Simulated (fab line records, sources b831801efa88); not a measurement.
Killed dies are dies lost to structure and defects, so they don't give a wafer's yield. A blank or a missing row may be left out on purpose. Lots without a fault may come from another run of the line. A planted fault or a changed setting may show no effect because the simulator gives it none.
Chamber matching | flow gf180mcu | GF_V4_CVD_00 on hdpcvd-01: 3 sister chambers
The step deposits SiO2, target thk 600 nm, time 100 s. 6 wafers are shown with their chamber, then 7 later ones without.

WAFERS WITH THEIR CHAMBER
wafer  | chamber | sih4_flow_sccm (sccm)
L503.4 | 1       | 59.80
L503.5 | 0       | 59.89
L505.1 | 0       | 59.94
L505.5 | 2       | 59.79
L512.1 | 2       | 60.20
L512.4 | 1       | 60.27

WAFERS WITHOUT THEIR CHAMBER
wafer  | sih4_flow_sccm (sccm)
L512.5 | 60.24
L514.1 | 60.02
L514.2 | 59.98
L514.3 | 59.84
L517.2 | 59.89
L517.3 | 60.44
L517.6 | 59.96

WHICH CHAMBER EACH WENT THROUGH
wafer  | from the rows above          | in truth
L512.5 | can't be placed: 1 or 2 or 0 | 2
L514.1 | can't be placed: 1 or 2 or 0 | 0
L514.2 | can't be placed: 2 or 1 or 0 | 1
L514.3 | can't be placed: 0 or 2 or 1 | 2
L517.2 | can't be placed: 0 or 2 or 1 | 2
L517.3 | can't be placed: 1 or 2 or 0 | 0
L517.6 | can't be placed: 2 or 0 or 1 | 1
Placed correctly: 0 of 7. Can't be placed from these rows: 7 (the true chamber is among the candidates in 7). Placed wrongly: 0.
How it was worked out, from the rows above alone: a wafer's distance from a chamber is the root of the sum, over the readings, of the square of ((its reading less the chamber's mean) divided by the reading's scatter). The wafer belongs to the nearest chamber; if the next one is less than 2 further off, it can't be placed. A chamber's mean is the mean of its shown wafers. The scatter: the root of (the sum of the squares of (reading less its chamber's mean) over the shown wafers, divided by (wafers less chambers)).
